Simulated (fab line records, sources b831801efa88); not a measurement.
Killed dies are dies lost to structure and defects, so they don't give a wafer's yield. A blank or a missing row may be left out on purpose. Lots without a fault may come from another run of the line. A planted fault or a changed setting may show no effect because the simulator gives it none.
Which tool did it? | flow sky130 | 13 lots, 39 wafers sampled, at 4 steps of a route of 708

WHAT THE GAUGES READ, wafer by wafer
SKY_GATE_OXIDE_THK_MEAS_02.
lot  | measured     | on            | GATE_OXIDE_OXIDATION_00_THK (nm)
L678 | day 12 10:43 | film_metro-01 | 10.22 9.91 10.00
L679 | day 12 22:15 | film_metro-02 | 10.29 10.50 10.34
L680 | day 13 06:58 | film_metro-02 | 10.38 10.30 10.42
L682 | day 14 00:13 | film_metro-01 | 10.31 10.45 10.40
L685 | day 15 01:29 | film_metro-04 | 7.58 7.46 7.60
L686 | day 15 04:05 | film_metro-01 | 7.45 7.49 7.60
L691 | day 16 22:55 | film_metro-04 | 10.20 10.06 10.23
L695 | day 18 10:31 | film_metro-01 | 10.16 10.21 10.28
L697 | day 18 22:34 | film_metro-01 | 10.15 10.34 10.03
L698 | day 19 08:37 | film_metro-01 | 10.34 10.25 10.40
L700 | day 20 04:10 | film_metro-02 | 10.27 10.20 10.31
L699 | day 20 05:34 | film_metro-04 | 10.40 10.39 10.52
L701 | day 20 17:44 | film_metro-04 | 10.31 10.50 10.45

SKY_LDD_P_OVL_MEAS_08.
lot  | measured     | on         | LDD_P_OVL (nm)
L678 | day 18 13:03 | overlay-01 | -1.6 -3.1 -2.7
L679 | day 19 01:28 | overlay-02 | -0.9 -1.2 -0.4
L680 | day 19 16:21 | overlay-01 | 1.5 2.3 1.1
L682 | day 20 12:23 | overlay-02 | -0.5 -1.9 -0.1
L685 | day 21 16:04 | overlay-01 | -1.8 -1.4 -0.5
L686 | day 21 18:02 | overlay-02 | 1.0 0.0 -0.9
L691 | day 23 14:48 | overlay-01 | -1.0 -1.2 -1.6
L695 | day 25 04:50 | overlay-01 | 1.5 0.6 1.4
L697 | day 25 14:42 | overlay-01 | 0.5 -0.3 0.5
L698 | day 26 01:35 | overlay-01 | -3.2 -2.5 -5.0
L700 | day 26 15:36 | overlay-02 | -2.4 -0.6 -2.3
L699 | day 26 17:22 | overlay-02 | 1.0 -2.2 0.3
L701 | day 27 08:21 | overlay-01 | 0.4 0.7 -1.0

SKY_SD_P_TW_MEAS_11.
lot  | measured     | on            | SD_P_TW
L678 | day 25 00:14 | film_metro-02 | 2781 2780 2777
L679 | day 25 11:14 | film_metro-01 | 2766 2756 2776
L680 | day 26 01:49 | film_metro-01 | 2776 2781 2790
L682 | day 26 20:29 | film_metro-01 | 2782 2781 2778
L685 | day 27 22:25 | film_metro-03 | 2842 2856 2843
L686 | day 28 00:15 | film_metro-02 | 2786 2796 2773
L691 | day 29 16:31 | film_metro-02 | 2805 2808 2809
L695 | day 31 08:05 | film_metro-01 | 2785 2791 2766
L697 | day 31 15:45 | film_metro-03 | 2851 2846 2839
L698 | day 32 05:42 | film_metro-02 | 2797 2782 2797
L700 | day 32 14:12 | film_metro-01 | 2788 2763 2764
L699 | day 32 18:24 | film_metro-01 | 2758 2783 2766
L701 | day 33 06:05 | film_metro-02 | 2812 2806 2798

WHICH TOOL RAN EACH LOT (tool, then ch and the chambers of the sampled wafers, then the start)
lot  | SKY_GATE_OXIDE_OXIDATION_01
L678 | furnace-01 ch 0, day 12 09:18
L679 | furnace-01 ch 0, day 12 20:50
L680 | furnace-01 ch 0, day 13 05:32
L682 | furnace-02 ch 0, day 13 22:47
L685 | furnace-01 ch 0, day 15 00:05
L686 | furnace-01 ch 0, day 15 02:40
L691 | furnace-02 ch 0, day 16 21:29
L695 | furnace-02 ch 0, day 18 09:06
L697 | furnace-01 ch 0, day 18 21:09
L698 | furnace-01 ch 0, day 19 07:12
L700 | furnace-01 ch 0, day 20 02:45
L699 | furnace-01 ch 0, day 20 04:10
L701 | furnace-01 ch 0, day 20 16:19
- SKY_GATE_OXIDE_OXIDATION_01: stabilise 600 s, purge 300 s, target thk 10.268 nm.

WHAT THE TOOLS THEMSELVES READ (means of the sampled wafers that have a number; where no wafer has one, the mark that the record gives instead)
SKY_GATE_OXIDE_OXIDATION_01.
lot  | tool       | spike_tc_upper_C (C) | zone_power_top_pct (%)
L678 | furnace-01 | 899.3                | 32.9
L679 | furnace-01 | 899.9                | 33.5
L680 | furnace-01 | 899.0                | 33.1
L682 | furnace-02 | 897.6                | 34.7
L685 | furnace-01 | 898.9                | 32.8
L686 | furnace-01 | 898.9                | 33.2
L691 | furnace-02 | 898.1                | 34.7
L695 | furnace-02 | 898.2                | 34.5
L697 | furnace-01 | 898.9                | 33.3
L698 | furnace-01 | 899.0                | 33.1
L700 | furnace-01 | 899.6                | 33.0
L699 | furnace-01 | 899.8                | 33.6
L701 | furnace-01 | 900.1                | 33.0

THE ANSWER, worked out from the rows above alone
Rule: what is usual is taken from the lots themselves. Put in order of their means at a reading, lots are off if they are a third of the lots or fewer, leave a main group of 4 or more, and stand apart from it by a gap of 3 or more times the standard deviation of the main group's means; of several such gaps the widest counts. A main group whose means are all the same, to the digits that the tables above print for the reading, isn't used. A lot without any number at a reading at which 4 lots or more have one is off too. The other lots that the step has rows for count as sound. The gauges are gone through in route order, then the tools' own readings, and for those a lot's mean is taken as printed above. The first step at which some lot is off is used, and at that step the reading that is off furthest; a lot without a number counts as furthest.
Off: L685, L686, at SKY_GATE_OXIDE_THK_MEAS_02 (GATE_OXIDE_OXIDATION_00_THK). The main group: mean 10.29 nm, standard deviation 0.12.
A tool fits if, at a process step before that reading, it ran every lot that is off, and no sound lot after the first of them. The gauges at SKY_GATE_OXIDE_THK_MEAS_02 are tried like those tools. None of those tried fits.

WHAT THE SIMULATOR HAD PUT IN
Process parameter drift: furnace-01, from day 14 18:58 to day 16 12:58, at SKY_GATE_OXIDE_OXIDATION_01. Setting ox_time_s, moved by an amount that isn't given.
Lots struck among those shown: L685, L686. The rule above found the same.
